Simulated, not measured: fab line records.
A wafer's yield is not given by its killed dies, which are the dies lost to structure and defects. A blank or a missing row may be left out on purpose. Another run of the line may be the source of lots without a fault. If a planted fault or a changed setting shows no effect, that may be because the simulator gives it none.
A lot that was struck, set against a sound lot | flow sky130 | 23 out of 708 route steps
Sound: these wafers, L320.1, L320.2, L320.4. Wafers L332.2, L332.3, L332.5 were the ones struck. The cause is named last.
For every step that has rows: the tool of each side, followed by ch and its chambers, followed by its first start. Under that, the readings that differ: sound wafers | struck wafers | difference of the means | sigmas: that difference in standard deviations of wafers without a fault.
alike: same words and numbers on both sides, and readings whose means sit less than 2 such deviations apart. not compared: any withheld reading, any reading some wafer has no value for, any bound like >300 that may hide the same value, and any number with overlapping values for which the record gives no deviation.
A row with sigmas, a row that says differs or no value, or rows on one side alone: a step with any of these is where the two part. Numbers that have no deviation but don't overlap get no sigmas and don't part them. A reading missing from all wafers of one side parts the sides only when that side holds two or more wafers.

SKY_LOCAL_INTERCONNECT_STRIP_15: strips in O2/N2.
  sound on plasmaAsher-01 ch 0,1, day 32 16:33; struck on plasmaAsher-03 ch 0,1, day 36 02:29
reading                  | sound             | struck            | difference | sigmas
stripTimeToEndpointS (s) | 4.716 4.705 4.713 | 4.768 4.739 4.762 | +0.045     | +3
  alike: drypumpMotorCurrentA, oesProductAu
  not compared: rfHoursCounterH
then, 3 steps without rows for these wafers: SKY_LOCAL_INTERCONNECT_STRIP_16 (strips in post etch residue remover, time 1200 s); SKY_LOCAL_INTERCONNECT_CLEAN_17 (cleans in IPA, time 180 s); SKY_LOCAL_INTERCONNECT_CLEAN_18 (cleans in O3/DIW).
SKY_CONTACT_CVD_00: deposits Si3N4, target thk 75 nm.
  sound on pecvd-02 ch 0,1,2, day 32 17:10; struck on pecvd-02 ch 1,2, day 36 03:05
  alike: heaterPowerW
SKY_CONTACT_THK_MEAS_01:
  sound: filmMetro-03 at day 32 17:12; struck: filmMetro-02 at day 36 03:08
  alike: CONTACT_CVD_00_THK
then, 1 step without rows for these wafers: SKY_CONTACT_HDPCVD_02 (deposits SiO2, target thk 565 nm, time 94.2 s).
SKY_CONTACT_THK_MEAS_03:
  sound: filmMetro-04 at day 32 17:20; struck: filmMetro-04 at day 36 03:16
  alike: CONTACT_HDPCVD_THK
SKY_CONTACT_CMP_04: polishes SiO2.
  sound on cmp-02 ch 0,1,2, day 32 17:26; struck on cmp-01 ch 0,1,3, day 36 03:39
  alike: motorCurrentA, timeToEndpointS
SKY_CONTACT_BOW_MEAS_05:
  sound: filmMetro-02 at day 32 17:41; struck: filmMetro-02 at day 36 03:52
  alike: CONTACT_BOW
then, 2 steps without rows for these wafers: SKY_CONTACT_DEHYDRATE_06 (time 60 s); SKY_CONTACT_HMDS_07 (prime time 60 s).
SKY_CONTACT_COAT_08: resist thk 60 nm.
  sound on lithoTrack-02 ch 0, day 33 06:32; struck on lithoTrack-04 ch 0, day 36 15:52
reading            | sound                | struck               | difference | sigmas
spinSpeedRpm (rpm) | 2999.2 2997.1 2999.0 | 2520.2 2522.8 2522.6 | -476.6     | -99 or more
then, 5 steps without rows for these wafers: SKY_CONTACT_COAT_09 (resist thk 450 nm); SKY_CONTACT_SOFTBAKE_10 (time 90 s); SKY_CONTACT_EXPOSE_11 (exposes mask CTM1, target cd 170 nm); SKY_CONTACT_PEB_12; SKY_CONTACT_DEVELOP_13 (develop time 60 s).
SKY_CONTACT_CD_MEAS_14: the cd target is 170 nm.
  sound: cdSem-01 at day 33 19:54; struck: cdSem-01 at day 37 05:55
reading   | sound             | struck            | difference | sigmas
cdNm (nm) | 168.2 169.1 168.7 | 173.5 171.9 172.7 | +4.0       | +2
SKY_CONTACT_OVL_MEAS_15:
  sound: overlay-02 at day 33 20:01; struck: overlay-01 at day 37 06:02
  alike: CONTACT_OVL
SKY_CONTACT_ETCH_16: etches BARC in N2/H2, stops on SiO2, time 45.9 s, target depth 60 nm.
  sound on rieDiel-02 ch 1,2,3, day 33 20:04; struck on rieDiel-04 ch 0,2,3, day 37 06:04
reading                 | sound             | struck            | difference | sigmas
oesProductAu (a.u.)     | 0.854 0.844 0.860 | 0.894 0.895 0.907 | +0.046     | +9
model.etch.depthNm (nm) | 59.74 59.84 59.91 | 65.46 65.18 65.35 | +5.50      | 
  alike: drypumpMotorCurrentA, throttleValvePct
  not compared: rfHoursCounterH
SKY_CONTACT_ETCH_17: etches SiO2 in C4F8/O2/Ar, stops on Si3N4, target depth 340 nm.
  sound on rieDiel-02 ch 1,2,3, day 33 20:06; struck on rieDiel-04 ch 0,2,3, day 37 06:06
  alike: oesProductAu
-- the record jumps here: 13 days lie between the struck wafers' starts before and after (it left off in module CONTACT and takes up again in module PAD_OPEN, whose first step shown is number 708 of the route) --
SKY_PAD_OPEN_PROBE_99:
  sound: prober-02 at day 47 13:40; struck: prober-02 at day 49 21:28
  alike: killed_at_M0_to_M3, killed_at_M4_up, killedAtContacts, killedAtFrontEnd, killedAtOther, killedDies, killedOpen, killedShort

WHERE THEY PART
First at SKY_LOCAL_INTERCONNECT_STRIP_15; last, within this record, at SKY_CONTACT_ETCH_16. Later steps at which nothing parts them and some readings are alike: SKY_CONTACT_ETCH_17, SKY_PAD_OPEN_PROBE_99.

WHY: what the simulator had put in
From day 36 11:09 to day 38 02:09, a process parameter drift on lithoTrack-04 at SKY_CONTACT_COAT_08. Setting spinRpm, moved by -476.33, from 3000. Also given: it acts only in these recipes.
